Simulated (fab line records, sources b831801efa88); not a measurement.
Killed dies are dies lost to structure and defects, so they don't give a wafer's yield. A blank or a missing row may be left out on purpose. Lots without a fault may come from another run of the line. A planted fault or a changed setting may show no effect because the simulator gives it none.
A struck lot beside a sound one | flow sfq_line | 42 steps out of a route of 325
Sound: wafers L179.1, L179.4, L179.5. Struck: wafer L174.6. (L174.4, L174.5 of the same lot were not struck and are left out.) The cause comes at the end.
At each step with rows: each side's tool, then ch and its chambers, then its first start. Under that, the readings that differ: sound wafers | struck wafers | difference of the means | sigmas: that difference in standard deviations of wafers without a fault.
alike: readings whose means differ by less than 2 such deviations, and words and numbers that are the same on both sides. not compared: withheld readings, readings that some wafer has no value for, bounds like >300 that may hide the same value, and numbers for which the record gives no deviation and whose values overlap.
The two part at a step that has a row with sigmas, a row that says differs or no value, or rows on one side only. Numbers that don't overlap but have no deviation are shown without sigmas and don't part them. A reading that every wafer of one side lacks parts them only if that side has two wafers or more.

first, 6 steps without rows for these wafers: SFQ_TRILAYER_I2_VIA_LITHO_COAT_072 (resist thk 62 nm); SFQ_TRILAYER_I2_VIA_LITHO_COAT_067 (resist thk 650 nm); SFQ_TRILAYER_I2_VIA_LITHO_SOFTBAKE_071; SFQ_TRILAYER_I2_VIA_LITHO_EXPOSE_068 (exposes mask I2, target cd 500 nm); SFQ_TRILAYER_I2_VIA_LITHO_PEB_070 (peb time 60 s); SFQ_TRILAYER_I2_VIA_LITHO_DEVELOP_069 (time 60 s).
SFQ_I2_OVL_MEAS_918:
  sound on overlay-01, day 49 09:04; struck on overlay-01, day 42 02:44
  alike: I2_OVL
SFQ_TRILAYER_I2_VIA_BARC_OPEN_VIA_ETCH_096: etches BARC in O2, target depth 125 nm, time 41.7 s.
  sound on rie_diel-04 ch 1,2, day 49 09:05; struck on rie_diel-04 ch 0, day 42 02:44
  reading               | sound             | struck | difference | sigmas
  oes_product_au (a.u.) | 0.688 0.689 0.680 | 0.676  | -0.010     | -2
  alike: bias_w, drypump_motor_current_A
  not compared: rf_hours_counter_h
SFQ_TRILAYER_I2_VIA_ETCH_VIA_ETCH_070: etches SiO2 in CHF3, stops on Nb, target depth 260 nm.
  sound on rie_diel-04 ch 1,2, day 49 09:08; struck on rie_diel-04 ch 0, day 42 02:47
  alike: bias_w, drypump_motor_current_A, oes_product_au
SFQ_TRILAYER_I2_VIA_STRIP_STRIP_071: strips in O2.
  sound on rie_metal-02 ch 0,1, day 49 09:15; struck on rie_metal-02 ch 1, day 42 03:06
  alike: drypump_motor_current_A, oes_product_au
  not compared: rf_hours_counter_h
then, 2 steps without rows for these wafers: SFQ_TRILAYER_I2_VIA_STRIP_SOLV_CLEAN_072 (cleans in NMP, time 600 s); SFQ_TRILAYER_M3_DEP_PRE_CLEAN_074 (time 22.5 s).
SFQ_TRILAYER_M3_DEP_SPUTTER_073: material Nb, target thk 200 nm, time 133.3 s.
  sound on pvd_sputter-05, day 49 10:04; struck on pvd_sputter-05, day 42 03:42
  reading                                             | sound             | struck | difference | sigmas
  throttle_valve_pct (%)                              | 30.3 29.7 30.0    | 28.2   | -1.8       | -2
  model.Nb_of_TRILAYER_M3_DEP_SPUTTER_073.thk_nm (nm) | 201.2 199.3 197.8 | 284    | +85        |
  alike: base_pressure_pa
SFQ_M3_RS_MEAS_919: measures by four-point-probe.
  sound on film_metro-01, day 49 10:10; struck on film_metro-01, day 42 03:51
  reading           | sound             | struck | difference | sigmas
  M3_NB_RS (ohm/sq) | 0.884 0.895 0.901 | 0.624  | -0.269     | -29
then, 6 steps without rows for these wafers: SFQ_TRILAYER_M3_LITHO_COAT_080 (resist thk 62 nm); SFQ_TRILAYER_M3_LITHO_COAT_075 (resist thk 600 nm); SFQ_TRILAYER_M3_LITHO_SOFTBAKE_079; SFQ_TRILAYER_M3_LITHO_EXPOSE_076 (exposes mask M3, target cd 500 nm); SFQ_TRILAYER_M3_LITHO_PEB_078 (peb time 60 s); SFQ_TRILAYER_M3_LITHO_DEVELOP_077 (time 60 s).
-- the record jumps here: 6 days lie between the struck wafers' starts before and after --
SFQ_M3_OVL_MEAS_921:
  sound on overlay-01, day 52 03:07; struck on overlay-02, day 47 23:56
  alike: M3_OVL
then, 1 step without rows for these wafers: SFQ_TRILAYER_M3_BARC_OPEN_METAL_ETCH_100 (etches BARC in O2, target depth 125 nm, time 41.7 s).
SFQ_TRILAYER_M3_ETCH_METAL_ETCH_078: etches Nb in Cl2/Ar, stops on SiO2, target depth 240 nm, time 120 s.
  sound on rie_metal-04 ch 0,1, day 52 03:12; struck on rie_metal-01 ch 1, day 48 00:02
  reading               | sound             | struck | difference | sigmas
  oes_product_au (a.u.) | 0.905 0.891 0.891 | 0.998  | +0.102     | +14
  alike: bias_w, drypump_motor_current_A
  not compared: rf_hours_counter_h
then, 4 steps without rows for these wafers: SFQ_TRILAYER_M3_STRIP_STRIP_079 (strips in O2); SFQ_TRILAYER_M3_STRIP_SOLV_CLEAN_080 (cleans in NMP, time 600 s); SFQ_TRILAYER_I3_DEP_PECVD_081 (deposits SiO2 from SiH4/N2O, time 111.11 s, target thk 500 nm); SFQ_TRILAYER_I3_CMP_CMP_082 (polishes SiO2).
SFQ_I3_BOW_MEAS_922:
  sound on film_metro-02, day 53 21:15; struck on film_metro-03, day 48 06:35
  alike: I3_BOW
then, 7 steps without rows for these wafers: SFQ_TRILAYER_I3_METRO_MEASURE_083; SFQ_TRILAYER_I3_VIA_LITHO_COAT_090 (resist thk 62 nm); SFQ_TRILAYER_I3_VIA_LITHO_COAT_085 (resist thk 650 nm); SFQ_TRILAYER_I3_VIA_LITHO_SOFTBAKE_089; SFQ_TRILAYER_I3_VIA_LITHO_EXPOSE_086 (exposes mask I3, target cd 500 nm); SFQ_TRILAYER_I3_VIA_LITHO_PEB_088 (peb time 60 s); SFQ_TRILAYER_I3_VIA_LITHO_DEVELOP_087 (time 60 s).
-- the record jumps here: 3 days lie between the struck wafers' starts before and after --
SFQ_I3_OVL_MEAS_923:
  sound on overlay-02, day 57 04:50; struck on overlay-02, day 51 09:07
  alike: I3_OVL
SFQ_TRILAYER_I3_VIA_BARC_OPEN_VIA_ETCH_121: etches BARC in O2, target depth 125 nm, time 41.7 s.
  sound on rie_diel-01 ch 0,2,3, day 57 04:52; struck on rie_diel-04 ch 2, day 51 09:08
  alike: bias_w, drypump_motor_current_A, oes_product_au
  not compared: rf_hours_counter_h
then, 1 step without rows for these wafers: SFQ_TRILAYER_I3_VIA_ETCH_VIA_ETCH_088 (etches SiO2 in CHF3, stops on Nb, target depth 260 nm).
SFQ_TRILAYER_I3_VIA_STRIP_STRIP_089: strips in O2.
  sound on rie_metal-04 ch 0,1, day 57 05:01; struck on rie_metal-03 ch 1, day 51 09:30
  alike: drypump_motor_current_A, oes_product_au
  not compared: rf_hours_counter_h
then, 2 steps without rows for these wafers: SFQ_TRILAYER_I3_VIA_STRIP_SOLV_CLEAN_090 (cleans in NMP, time 600 s); SFQ_TRILAYER_M4_DEP_PRE_CLEAN_092 (time 22.5 s).
-- the record jumps here: 34 days lie between the struck wafers' starts before and after --
SFQ_M8_BOW_MEAS_951:
  sound on film_metro-01, day 87 00:19; struck on film_metro-02, day 85 12:08
  reading                       | sound                | struck | difference | sigmas
  model.etest.m3.comb_log10_ohm | 12 12 12             | 0      | -12        |
  model.etest.m3.ohm_sq         | 0.8848 0.8935 0.9003 | 0.6269 | -0.2660    |
  alike: M8_BOW

WHERE THEY PART
First at SFQ_TRILAYER_I2_VIA_BARC_OPEN_VIA_ETCH_096; last, within this record, at SFQ_TRILAYER_M3_ETCH_METAL_ETCH_078. Later steps at which nothing parts them and some readings are alike: SFQ_I3_BOW_MEAS_922, SFQ_I3_OVL_MEAS_923, SFQ_TRILAYER_I3_VIA_BARC_OPEN_VIA_ETCH_121, SFQ_TRILAYER_I3_VIA_STRIP_STRIP_089, SFQ_M8_BOW_MEAS_951.

WHY: what the simulator had put in
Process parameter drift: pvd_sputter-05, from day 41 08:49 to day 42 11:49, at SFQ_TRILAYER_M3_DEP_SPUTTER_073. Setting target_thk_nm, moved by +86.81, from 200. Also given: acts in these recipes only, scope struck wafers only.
